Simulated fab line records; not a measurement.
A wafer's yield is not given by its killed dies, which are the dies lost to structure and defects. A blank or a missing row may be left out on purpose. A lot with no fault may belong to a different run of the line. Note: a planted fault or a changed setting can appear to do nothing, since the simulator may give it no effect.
A struck lot beside a sound one + flow gf180mcu + 15 steps out of a route of 602
Sound: the wafers L347.2, L347.4, L347.5. Wafers struck: L356.2, L356.3, L356.5. The cause is given at the end.
Order at every step that has rows: each side's tool, ch and its chambers, its first start. Under that, the readings that differ: sound wafers + struck wafers + difference of the means + sigmas: that difference in standard deviations of wafers without a fault.
alike: readings with means less than 2 such deviations apart, plus words and numbers identical on both sides. not compared: withheld readings, readings lacking a value on some wafer, bounds such as >300 that could conceal the same value, and numbers that have no deviation in the record and whose values overlap.
Wherever a step has rows on one side only, a row that says differs or no value, or a row with sigmas, the two part there. Numbers that don't overlap but have no deviation are shown without sigmas and don't part them. A reading missing from all wafers of one side parts the sides only when that side holds two or more wafers.

first, 2 steps without rows for these wafers: GF_M1_PEB_12 (peb time 90 s); GF_M1_DEVELOP_13 (develop time 60 s).
GF_M1_CD_MEAS_14 targets a cd of 230 nm.
  sound: cd_sem-02 at day 18 23:19; struck: cd_sem-01 at day 21 17:28
  alike: cd_nm
GF_M1_OVL_MEAS_15:
  sound: overlay-01 at day 18 23:25; struck: overlay-01 at day 21 17:34
  alike: M1_OVL
GF_M1_METAL_ETCH_16: etches the open film in Cl2/BCl3, stops on SiO2, target depth 750.8 nm, time 125.1 s.
  sound on rie_metal-04 ch 1, day 18 23:26; struck on rie_metal-01 ch 0,1, day 21 17:36
  alike: bias_w, drypump_motor_current_A, oes_product_au, throttle_valve_pct
  not compared: rf_hours_counter_h
GF_M1_STRIP_17: strips in O2/N2.
  sound on plasma_asher-02 ch 1, day 18 23:34; struck on plasma_asher-04 ch 0,1, day 21 17:44
| reading            | sound       | struck      | difference | sigmas |
|--------------------|-------------|-------------|------------|--------|
| heater_power_w (W) | 283 284 288 | 373 341 333 | +64        | +2     |
  alike: drypump_motor_current_A, oes_product_au, platen_temp_c, strip_time_to_endpoint_s
  not compared: rf_hours_counter_h
then, 3 steps without rows for these wafers: GF_M1_STRIP_18 (strips in post etch residue remover, time 1200 s); GF_M1_CLEAN_19 (cleans in DIW); GF_V1_CVD_00 (deposits SiO2, target thk 600 nm, time 100 s).
GF_V1_THK_MEAS_01:
  sound: film_metro-01 at day 19 00:11; struck: film_metro-02 at day 21 18:21
  alike: V1_CVD_00_THK
GF_V1_CVD_02: deposits SiO2 from TEOS, target thk 850 nm, time 94.851 s.
  sound on pecvd-02 ch 1,2, day 19 00:14; struck on pecvd-02 ch 0,2, day 21 18:24
  alike: heater_power_w
GF_V1_THK_MEAS_03:
  sound: film_metro-02 at day 19 00:19; struck: film_metro-01 at day 21 18:29
  alike: V1_CVD_02_THK
GF_V1_CMP_04: polishes SiO2.
  sound on cmp-01 ch 0,1,2, day 19 00:28; struck on cmp-02 ch 1,2,3, day 21 18:32
  no value came back on the struck wafers for any of 5 readings (edge_zone_pressure_frac, head_pressure_psi (psi) and others); on the sound wafers edge_zone_pressure_frac reads 1.004 1.012 0.995
| reading                             | sound             | struck            | difference | sigmas |
|-------------------------------------|-------------------|-------------------|------------|--------|
| model.SiO2_of_V1_CVD_02.thk_nm (nm) | 633.4 635.1 632.8 | 852.3 838.7 844.6 | +211.4     |        |
GF_V1_BOW_MEAS_05:
  sound: film_metro-04 at day 19 00:41; struck: film_metro-04 at day 21 19:08
| reading     | sound    | struck | difference                    | sigmas |
|-------------|----------|--------|-------------------------------|--------|
| V1_BOW (um) | 83 80 75 | - - -  | no value on the struck wafers |        |
  not compared: hold
GF_PASSIVATION_PROBE_99:
  the record holds rows for the sound wafers here (prober-01, day 30 14:10) but none for the struck ones

WHERE THEY PART
First at GF_M1_STRIP_17; last, within this record, at GF_PASSIVATION_PROBE_99.

WHY: the cause the simulator had injected
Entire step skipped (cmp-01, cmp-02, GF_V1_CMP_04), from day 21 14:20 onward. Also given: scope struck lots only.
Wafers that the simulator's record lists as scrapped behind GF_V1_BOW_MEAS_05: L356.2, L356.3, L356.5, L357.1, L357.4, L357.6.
